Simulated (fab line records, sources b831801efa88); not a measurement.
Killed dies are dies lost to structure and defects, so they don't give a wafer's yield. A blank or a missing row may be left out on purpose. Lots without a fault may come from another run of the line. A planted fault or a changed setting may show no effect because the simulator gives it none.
Problem report in the 8D (eight disciplines) form, filled by code | flow sky130 | the parts of the form that need people (team, actions taken, sign-off) are left out

1. THE PROBLEM
VT_ADJUST_HVTR_TW at SKY_VT_ADJUST_HVTR_TW_MEAS_11 reads a mean of 230.2 on 6 wafers of 2 lots; wafers without a fault read 210.3 with a standard deviation of 2.5. That is +8.0 standard deviations from the usual mean.
First seen on wafer L626.1, day 11 02:52, on film_metro-04. The record holds 39 wafers of 13 lots with a number at this step. Rule for "out", or "out of limits": more than 4 standard deviations from the usual mean. The other wafers with a number count as sound.

2. WHAT IT IS AND WHAT IT IS NOT
question                    | is                     | is not
which readings at this step | VT_ADJUST_HVTR_TW      | -
which lots                  | L626, L628             | L620, L622, L624, L627, L632, L634, L637, L638, L639, L640, L641
which wafers of those lots  | all that have a number | -
read on which gauges        | film_metro-04          | film_metro-02, film_metro-03
when                        | from day 11 02:52      | up to then (9 sound wafers); but 24 sound wafers of L627, L632, L634, L637, L638, L639, L640, L641 came after

3. SUSPECTS, AND WHAT RULES EACH OUT
Counting: a tool at a process step up to the reading stays a suspect if it ran every lot that is out and no sound lot after the first of them.
- the gauge at SKY_VT_ADJUST_HVTR_TW_MEAS_11: ruled out. All the wafers that are out were read on film_metro-04, but those of them that SKY_VT_ADJUST_HVTR_IMPLANT_09 has rows for are out there too, on other tools.
- implanter-02 at SKY_VT_ADJUST_HVTR_IMPLANT_09: ruled out as a lasting fault. Sound lots L637 ran on it after its first lot that is out, L626 (day 11 02:37).
Left after counting: nothing in the record.

4. THE CAUSE (what the simulator had put in)
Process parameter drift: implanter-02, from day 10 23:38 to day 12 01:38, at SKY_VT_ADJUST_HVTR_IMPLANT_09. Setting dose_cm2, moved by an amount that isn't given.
Counting ruled it out, wrongly: the rule takes a fault to strike every lot that its tool runs from its start on, and this one did not.

5. THE CHAIN OF EFFECTS, in route order
Each row: a reading whose mean over the struck wafers that have a number lies more than 3 standard deviations from the usual. Only readings for which the record gives a usual standard deviation are gone through. hours: the time from each lot's start at the first step in this table that gives one to its start at this step, as a median over the lots. sigmas: the change in usual standard deviations.
hours | step                          | reading            | usual      | on struck wafers | change      | sigmas
0     | SKY_VT_ADJUST_HVTR_IMPLANT_09 | dose_ions_cm2      | 2.0999e+12 | 2.8014e+12       | +7.0155e+11 | +99 or more
0     | SKY_VT_ADJUST_HVTR_IMPLANT_09 | faraday_current_uA | 11.83      | 15.84            | +4.01       | +18
0     | SKY_VT_ADJUST_HVTR_TW_MEAS_11 | VT_ADJUST_HVTR_TW  | 210.3      | 230.2            | +19.9       | +8.0
The process steps in it:
- SKY_VT_ADJUST_HVTR_IMPLANT_09
Later measuring or inspecting steps at which every struck wafer that the step has a row for has a number for every such reading, and none has moved that far: SKY_GATE_OXIDE_OVL_MEAS_10, SKY_LDD_HVP_OVL_MEAS_07, SKY_POLY_CUT_OVL_MEAS_09.

6. WHAT WOULD HAVE CAUGHT IT SOONER
In this record the first reading out of limits at a measuring or inspecting step was taken at day 11 02:52, 3 hours after the fault began at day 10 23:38.
The tool's own readings at SKY_VT_ADJUST_HVTR_IMPLANT_09 were out on every struck wafer that the step has a row for (dose_ions_cm2, faraday_current_uA): an alarm limit on them would have fired on the first of those.
